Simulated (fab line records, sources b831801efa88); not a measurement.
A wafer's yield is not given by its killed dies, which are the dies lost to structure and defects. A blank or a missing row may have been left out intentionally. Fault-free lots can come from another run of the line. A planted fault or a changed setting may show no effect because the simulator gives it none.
One fault seen from 2 desks ; flow gf180mcu ; each desk has only its own numbers; what lay behind them comes last

== METROLOGY DESK ==
Means of the sampled wafers that have a number, per lot and without regard to the tool the lot ran on: this is what the gauges read. Marked OUT: a lot whose mean sits more than 4 standard deviations from the usual mean, which makes it out of limits; the brackets give that distance.
Columns: A = cdNm at GF_V4_CD_MEAS_14, usual 260.1 nm; B = V4_OVL at GF_V4_OVL_MEAS_15, usual 5 nm
lot;first seen here;A;B
L837;day 25 01:29;260.8;6
L839;day 25 19:31;260.4;9
L847;day 28 13:34;261.6;8
L848;day 28 15:36;259.7;3
L850;day 29 10:28;260.1;-2
L856;day 30 22:16;258.9;12
This desk's finding: nothing out of limits on any of the 6 lots.

== AT THE TOOL OWNER'S DESK: pvdSputter-03 ==
The tool's own readings at GF_V4_SPUTTER_21 (material Ti, target thk 15 nm, time 80.02 s): means of the sampled wafers that have a number, for each lot that ran on this tool. Marked OUT: a lot whose mean sits more than 4 standard deviations from the usual mean, which makes it out of limits; the brackets give that distance.
Columns: A = cathodeDcPowerW at GF_V4_SPUTTER_21, usual 2500.0 W; B = throttleValvePct at GF_V4_SPUTTER_21, usual 29.9 %
lot;first seen here;A;B
L837;day 25 02:22;2500.2;29.6
L839;day 25 20:17;2500.0;30.3
L847;day 28 14:23;2528.9 (+61) OUT;30.4
L848;day 28 16:23;2529.2 (+62) OUT;29.7
This desk's verdict: out of limits on L847, L848, starting with L847 at day 28 14:23 (cathodeDcPowerW at GF_V4_SPUTTER_21). Within limits: L837, L839.

== BROUGHT TOGETHER ==
At day 28 14:23, on L847, L848, the tool owner's desk was in a position to raise an alarm.
From the metrology desk's view, nothing was out of limits.
The metrology desk has L847, L848 on record, within its limits.
The lots listed all ran GF_V4_SPUTTER_21 on pvdSputter-03.

== WHAT THE SIMULATOR HAD INSERTED ==
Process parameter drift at GF_V4_SPUTTER_21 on pvdSputter-03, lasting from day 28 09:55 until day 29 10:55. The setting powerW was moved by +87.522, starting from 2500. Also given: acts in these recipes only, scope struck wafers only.
Lots struck among those shown: L847, L848.
Time in hours from fault onset to the first out-of-limits reading at each desk: the tool owner's desk, 4.
